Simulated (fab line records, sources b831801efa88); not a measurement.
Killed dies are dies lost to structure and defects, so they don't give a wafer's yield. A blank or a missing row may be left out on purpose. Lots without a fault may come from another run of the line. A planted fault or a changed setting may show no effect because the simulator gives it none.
Which tool did it? | flow gf180mcu | 14 lots, 42 wafers sampled, at 1 step of a route of 602

WHAT THE GAUGES READ, wafer by wafer
GF_SALICIDE_THK_MEAS_05: measures by xrf. Usual: SALICIDE_TIN_THK 19.90 nm, standard deviation 0.3.
lot  | measured     | on            | SALICIDE_TIN_THK (nm) | flag
L135 | day 15 10:49 | film_metro-02 | 20.18 20.01 20.02     |
L136 | day 15 17:46 | film_metro-02 | 20.40 20.13 20.34     |
L137 | day 16 04:31 | film_metro-03 | 19.39 19.42 19.82     |
L138 | day 16 07:31 | film_metro-04 | 19.78 19.70 20.10     |
L141 | day 17 01:40 | film_metro-03 | 19.81 19.71 19.80     |
L142 | day 17 18:41 | film_metro-04 | 19.34 19.56 19.17     |
L143 | day 18 04:43 | film_metro-04 | 19.74 19.84 19.84     |
L145 | day 18 19:35 | film_metro-02 | 20.15 20.29 20.41     |
L146 | day 19 03:33 | film_metro-04 | 20.14 20.15 19.95     |
L147 | day 19 17:13 | film_metro-03 | 19.91 20.16 20.03     |
L149 | day 20 12:52 | film_metro-04 | 19.69 19.92 19.80     |
L150 | day 20 15:37 | film_metro-04 | 19.49 19.33 19.41     |
L151 | day 21 03:16 | film_metro-04 | 19.91 19.73 19.82     |
L155 | day 22 05:20 | film_metro-04 | 19.74 19.94 19.73     |

WHICH TOOL RAN EACH LOT (tool, then ch and the chambers of the sampled wafers, then the start)
The record holds no process step before these readings.

WHAT THE TOOLS THEMSELVES READ (means of the sampled wafers that have a number; where no wafer has one, the mark that the record gives instead)
The record holds no such reading with a usual standard deviation.

THE ANSWER, worked out from the rows above alone
Rule: a lot is off if the mean of its wafers that have a number lies more than 3 standard deviations from the usual mean. A lot without any number at a reading at which 4 lots or more have one is off too. The other lots that the step has rows for count as sound. The gauges are gone through in route order, then the tools' own readings, and for those a lot's mean is taken as printed above. The first step at which some lot is off is used, and at that step the reading that is off furthest; a lot without a number counts as furthest.
No lot is off at any reading shown: from this, nothing can be told.

WHAT THE SIMULATOR HAD PUT IN
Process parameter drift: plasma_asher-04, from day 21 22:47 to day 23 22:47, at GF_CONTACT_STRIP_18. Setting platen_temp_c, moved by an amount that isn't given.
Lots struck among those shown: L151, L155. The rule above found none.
